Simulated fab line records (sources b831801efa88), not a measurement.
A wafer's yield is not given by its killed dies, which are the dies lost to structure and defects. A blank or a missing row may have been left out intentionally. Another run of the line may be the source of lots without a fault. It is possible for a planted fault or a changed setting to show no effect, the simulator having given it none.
A struck lot beside a sound one + flow gf180mcu + 15 out of 602 route steps
Sound: wafers L526.1, L526.2, L526.4. Wafers L537.3, L537.5, L537.6 were the ones struck. The cause is named last.
Per side, at each step with rows, come the tool, then ch with its chambers, and then its first start. Under that, the readings that differ: sound wafers + struck wafers + difference of the means + sigmas: that difference in standard deviations of wafers without a fault.
alike: words and numbers the same on both sides, and readings whose means are apart by under 2 such deviations; not compared: readings that were withheld, readings missing a value for some wafer, numbers with overlapping values and no deviation given by the record, and bounds like >300 which may hide the same value.
A row with sigmas, a row that says differs or no value, or rows on one side alone: a step with any of these is where the two part. When numbers do not overlap yet have no deviation, they are printed without sigmas and do not part them. Lack of a reading on every wafer of one side parts them only where that side has two or more wafers.

first, 5 steps without rows for these wafers: GF_VT_IMPLANT_COAT_02 (resist thk 1000 nm); GF_VT_IMPLANT_SOFTBAKE_03 (time 60 s); GF_VT_IMPLANT_EXPOSE_04 (exposes mask LVPWELL LV AREA, target cd 600 nm); GF_VT_IMPLANT_PEB_05; GF_VT_IMPLANT_DEVELOP_06 (develop time 60 s).
GF_VT_IMPLANT_OVL_MEAS_07:
  struck on overlay-01, day 10 02:01; sound on overlay-01, day 7 01:21
  alike: VT_IMPLANT_OVL
next, for these wafers, 1 step has no rows: GF_VT_IMPLANT_IMPLANT_08.
GF_VT_IMPLANT_STRIP_09: strips in O2/N2.
  sound on plasma_asher-02 ch 0,1, day 7 01:32; struck on plasma_asher-01 ch 0,1, day 10 02:13
| reading            | sound       | struck      | difference | sigmas |
|--------------------|-------------|-------------|------------|--------|
| heater_power_w (W) | 308 301 307 | 345 327 354 | +37        | +2     |
  alike: drypump_motor_current_A, oes_product_au, strip_time_to_endpoint_s
  not compared: rf_hours_counter_h
GF_VT_IMPLANT_TW_MEAS_10:
  struck on film_metro-03, day 10 02:18; sound on film_metro-03, day 7 01:38
  alike: VT_IMPLANT_TW
then, 3 steps without rows for these wafers: GF_VT_IMPLANT_DEHYDRATE_11 (time 60 s); GF_VT_IMPLANT_HMDS_12 (prime time 60 s); GF_VT_IMPLANT_COAT_13 (resist thk 1000 nm).
GF_VT_IMPLANT_SOFTBAKE_14: time 60 s.
  sound on litho_track-04 ch 0, day 7 09:21; struck on litho_track-03 ch 0, day 10 11:32
| reading          | sound             | struck               | difference | sigmas |
|------------------|-------------------|----------------------|------------|--------|
| run_length_s (s) | 89.05 89.22 89.00 | 102.82 102.65 102.60 | +13.60     | +59    |
  alike: chill_plate_temp_C, plate_temp_C
then, 1 step without rows for these wafers: GF_VT_IMPLANT_EXPOSE_15 (exposes mask Nwell LV AREA, target cd 860 nm).
GF_PASSIVATION_PROBE_99:
  the record holds rows for the sound wafers here (prober-01, day 30 17:05) but none for the struck ones

WHERE THEY PART
Earliest at GF_VT_IMPLANT_STRIP_09; latest, in this record, at GF_PASSIVATION_PROBE_99.

WHY: what had been put in by the simulator
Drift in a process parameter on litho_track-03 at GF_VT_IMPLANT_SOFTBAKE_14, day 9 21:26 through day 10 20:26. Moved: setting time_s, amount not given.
